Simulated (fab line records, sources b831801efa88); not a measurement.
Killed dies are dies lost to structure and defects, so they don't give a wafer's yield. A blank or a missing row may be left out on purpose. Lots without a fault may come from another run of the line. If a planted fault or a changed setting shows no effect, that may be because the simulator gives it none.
Which of the tools did it? ; flow sky130 ; 11 lots with 33 wafers sampled at 3 steps, on a route of 708 steps

== WHAT THE GAUGES READ, wafer by wafer ==
SKY_SD_N_TW_MEAS_12.
lot;measured;on;SD_N_TW
L967;day 28 02:54;film metro-03;3946 3963 3964
L970;day 30 00:44;film metro-02;4002 4008 4018
L971;day 30 07:59;film metro-04;30 30 30 30 30 30
L977;day 31 10:16;film metro-04;3961 3976 3974
L979;day 32 03:45;film metro-02;4016 4017 4026
L983;day 33 22:11;film metro-02;4001 4031 4025
L981;day 34 00:35;film metro-04;3933 3971 3974
L985;day 34 04:52;film metro-04;3969 3971 3954
L986;day 35 01:11;film metro-02;4020 4048 4020
L987;day 35 09:56;film metro-03;3996 3994 3988
L988;day 35 16:23;film metro-02;4041 4044 4037

== WHAT TOOL EACH LOT RAN ON (gives the tool, then ch and the chambers of the sampled wafers, and finally the start) ==
lot;SKY_RES_XHIGH_STRIP_08;SKY_SD_N_STRIP_11
L967;plasma asher-01 ch 0,1, day 26 21:50;plasma asher-03 ch 1, day 28 02:47
L970;plasma asher-02 ch 0,1, day 28 20:31;plasma asher-01 ch 0,1, day 30 00:38
L971;plasma asher-02 ch 0,1, day 29 03:22;plasma asher-03 ch 0,1, day 30 07:53
L977;plasma asher-03 ch 0,1, day 30 06:05;plasma asher-01 ch 0,1, day 31 10:10
L979;plasma asher-01 ch 0,1, day 30 23:38;plasma asher-03 ch 0,1, day 32 03:38
L983;plasma asher-01 ch 0,1, day 32 18:43;plasma asher-04 ch 0,1, day 33 22:05
L981;plasma asher-03 ch 0,1, day 32 21:17;plasma asher-03 ch 0,1, day 34 00:29
L985;plasma asher-02 ch 0,1, day 33 02:16;plasma asher-03 ch 0,1, day 34 04:46
L986;plasma asher-03 ch 0,1, day 33 21:50;plasma asher-04 ch 0,1, day 35 01:05
L987;plasma asher-01 ch 0,1, day 34 06:29;plasma asher-04 ch 0,1, day 35 09:50
L988;plasma asher-01 ch 0,1, day 34 13:50;plasma asher-01 ch 0,1, day 35 16:17
- SKY_RES_XHIGH_STRIP_08: strips in O2/N2.
- SKY_SD_N_STRIP_11: strips in O2/N2.

== THE ANSWER, worked out from the rows above alone ==
Rule: usual is defined by the lots themselves. The widest of any qualifying gaps counts: lots, ordered by their means at a reading, are off when they make up no more than a third of the lots, leave a main group of 4 or more, and stand apart from it by 3 or more times the standard deviation of that group's means. A main group is skipped when, at the precision printed for the reading in the tables above, its means are all equal. A lot without any number at a reading at which 4 lots or more have one is off too. Any other lot the step has rows for is counted as sound.
Off: at SKY_SD_N_TW_MEAS_12 (SD_N_TW), L971. The main group has a mean of 3996 with a standard deviation of 30.
A tool fits if, at a process step before that reading, it ran every lot that is off, and no sound lot after the first of them. The gauges at SKY_SD_N_TW_MEAS_12 are tried like those tools. Of those tried, none fits.

== WHAT WAS PUT IN BY THE SIMULATOR ==
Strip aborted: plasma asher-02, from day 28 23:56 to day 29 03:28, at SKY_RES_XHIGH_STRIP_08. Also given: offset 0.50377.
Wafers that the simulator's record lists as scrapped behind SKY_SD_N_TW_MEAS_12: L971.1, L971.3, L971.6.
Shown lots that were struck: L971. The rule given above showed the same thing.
